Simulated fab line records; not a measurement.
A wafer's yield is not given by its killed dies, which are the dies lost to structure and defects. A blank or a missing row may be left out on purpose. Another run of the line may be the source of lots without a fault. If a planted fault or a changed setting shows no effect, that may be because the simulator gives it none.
Which tool did it? | flow gf180mcu | 14 lots, 42 wafers sampled, at 5 steps of a route of 602

== WHAT THE GAUGES READ, wafer by wafer ==
GF_STI_BOW_MEAS_00.
lot  | measured    | on            | INCOMING_BOW (um)
L510 | day 1 10:01 | film_metro-01 | -5 7 -10
L511 | day 1 15:00 | film_metro-03 | 5 1 -1
L512 | day 1 20:00 | film_metro-01 | -4 -4 4
L514 | day 2 06:00 | film_metro-01 | -6 9 5
L520 | day 3 12:00 | film_metro-01 | 5 3 7
L521 | day 3 17:01 | film_metro-04 | -6 -1 -15
L522 | day 3 22:00 | film_metro-03 | 1 7 -10
L523 | day 4 03:01 | film_metro-03 | -9 -1 -4
L524 | day 4 08:02 | film_metro-03 | 6 -5 9
L526 | day 4 18:01 | film_metro-04 | -9 -5 0
L528 | day 5 04:02 | film_metro-03 | 4 8 -1
L529 | day 5 09:01 | film_metro-04 | -10 5 -6
L532 | day 6 00:00 | film_metro-03 | -3 7 -7
L533 | day 6 05:00 | film_metro-03 | -7 5 10

GF_MVSD_OVL_MEAS_07.
lot  | measured    | on         | MVSD_OVL (nm)
L510 | day 4 16:35 | overlay-02 | -1.9 -2.7 -2.4
L511 | day 4 16:56 | overlay-02 | -3.9 -2.7 -2.0
L512 | day 4 22:47 | overlay-02 | -1.5 -1.8 -2.9
L514 | day 5 08:00 | overlay-01 | -1.0 -0.9 0.5
L520 | day 7 01:15 | overlay-01 | 0.3 1.5 2.2
L521 | day 7 04:12 | overlay-02 | 1.9 1.8 0.7
L522 | day 7 06:42 | overlay-02 | -2.6 -0.9 -1.8
L523 | day 7 14:09 | overlay-02 | -1.5 -0.9 -1.5
L524 | day 7 19:29 | overlay-02 | 0.3 -1.0 -1.2
L526 | day 8 09:42 | overlay-01 | -3.1 -1.6 -2.1
L528 | day 8 16:50 | overlay-02 | 1.4 1.9 1.6
L529 | day 9 02:29 | overlay-02 | -0.1 -0.9 -0.4
L532 | day 9 18:47 | overlay-02 | -2.3 -1.3 -1.1
L533 | day 9 23:51 | overlay-02 | -0.4 0.4 1.5

GF_VT_IMPLANT_TW_MEAS_10.
lot  | measured     | on            | VT_IMPLANT_TW
L510 | day 5 21:13  | film_metro-02 | 561.5 560.8 559.6
L511 | day 5 21:48  | film_metro-03 | 564.4 567.1 565.6
L512 | day 6 04:16  | film_metro-03 | 564.3 568.2 565.8
L514 | day 6 13:22  | film_metro-01 | 568.1 569.1 569.2
L520 | day 8 10:02  | film_metro-03 | 562.4 567.1 564.9
L521 | day 8 13:30  | film_metro-02 | 566.2 566.9 564.5
L522 | day 8 15:17  | film_metro-02 | 566.6 567.2 564.5
L523 | day 8 23:07  | film_metro-02 | 567.8 565.9 564.0
L524 | day 9 05:22  | film_metro-01 | 567.9 565.2 567.5
L526 | day 9 20:54  | film_metro-02 | 563.2 565.9 565.7
L528 | day 10 04:53 | film_metro-02 | 563.7 564.0 569.1
L529 | day 10 15:01 | film_metro-02 | 564.9 565.1 563.7
L532 | day 11 08:24 | film_metro-02 | 569.9 567.5 570.2
L533 | day 11 14:42 | film_metro-01 | 565.7 565.1 563.0

GF_DUAL_GATE_THK_MEAS_03.
lot  | measured     | on            | DUAL_GATE_OXIDATION_00_THK (nm)
L510 | day 7 23:58  | film_metro-03 | 11.08 11.10 11.22
L511 | day 7 23:58  | film_metro-04 | 11.00 10.94 11.02
L512 | day 8 07:02  | film_metro-04 | 11.26 11.18 11.32
L514 | day 8 16:29  | film_metro-01 | 10.78 10.83 10.77
L520 | day 10 16:33 | film_metro-04 | 10.44 10.53 10.75
L521 | day 10 21:58 | film_metro-03 | 12.12 12.32 12.21
L522 | day 10 23:24 | film_metro-04 | 12.04 12.01 11.97
L523 | day 11 08:04 | film_metro-03 | 11.17 11.36 11.52
L524 | day 11 14:37 | film_metro-04 | 10.79 10.83 10.72
L526 | day 12 10:22 | film_metro-03 | 10.45 10.70 10.79
L528 | day 12 20:02 | film_metro-04 | 10.84 10.89 10.88
L529 | day 13 04:58 | film_metro-03 | 10.85 10.93 11.04
L532 | day 13 21:02 | film_metro-04 | 11.06 11.00 10.99
L533 | day 14 05:38 | film_metro-04 | 10.83 10.75 10.67

== EACH LOT AND THE TOOL THAT RAN IT (in order: tool; ch and the chambers of the sampled wafers; start) ==
lot  | GF_DUAL_GATE_OXIDATION_02
L510 | furnace-01 ch 0, day 7 22:31
L511 | furnace-01 ch 0, day 7 22:31
L512 | furnace-01 ch 0, day 8 05:36
L514 | furnace-02 ch 0, day 8 15:02
L520 | furnace-01 ch 0, day 10 15:07
L521 | furnace-01 ch 0, day 10 20:31
L522 | furnace-01 ch 0, day 10 21:58
L523 | furnace-02 ch 0, day 11 06:37
L524 | furnace-02 ch 0, day 11 13:09
L526 | furnace-02 ch 0, day 12 08:55
L528 | furnace-02 ch 0, day 12 18:34
L529 | furnace-02 ch 0, day 13 03:31
L532 | furnace-01 ch 0, day 13 19:35
L533 | furnace-01 ch 0, day 14 04:07
- GF_DUAL_GATE_OXIDATION_02: stabilise 600 s, purge 300 s, target thk 10.887 nm.

== WHAT THE TOOLS THEMSELVES READ (means of the sampled wafers that have a number; where no wafer has one, the mark that the record gives instead) ==
GF_DUAL_GATE_OXIDATION_02.
lot  | tool       | spike_tc_lower_C (C) | tube_center_temp_C_max
L510 | furnace-01 | 900.5                | 902.6
L511 | furnace-01 | 900.5                | 902.3
L512 | furnace-01 | 899.2                | 902.1
L514 | furnace-02 | 899.9                | 903.0
L520 | furnace-01 | 899.5                | 902.1
L521 | furnace-01 | 899.8                | 902.6
L522 | furnace-01 | 899.5                | 902.5
L523 | furnace-02 | 899.1                | 903.0
L524 | furnace-02 | 899.6                | 902.3
L526 | furnace-02 | 899.6                | 902.3
L528 | furnace-02 | 900.1                | 902.2
L529 | furnace-02 | 898.3                | 902.5
L532 | furnace-01 | 899.9                | 902.4
L533 | furnace-01 | 899.4                | 902.1

== THE ANSWER, worked out from the rows above alone ==
Rule: what is usual is taken from the lots themselves. The widest of any qualifying gaps counts: lots, ordered by their means at a reading, are off when they make up no more than a third of the lots, leave a main group of 4 or more, and stand apart from it by 3 or more times the standard deviation of that group's means. Not used: any main group whose means are identical at the precision the tables above print for the reading. A lot without any number at a reading at which 4 lots or more have one is off too. The other lots that the step has rows for count as sound. After the gauges, taken in route order, come the tools' own readings; for these a lot's mean is taken, as printed above. The first step at which some lot is off is used, and at that step the reading that is off furthest; a lot without a number counts as furthest.
No lot is off at any reading shown: from this, nothing can be told.

== WHAT THE SIMULATOR HAD PUT IN ==
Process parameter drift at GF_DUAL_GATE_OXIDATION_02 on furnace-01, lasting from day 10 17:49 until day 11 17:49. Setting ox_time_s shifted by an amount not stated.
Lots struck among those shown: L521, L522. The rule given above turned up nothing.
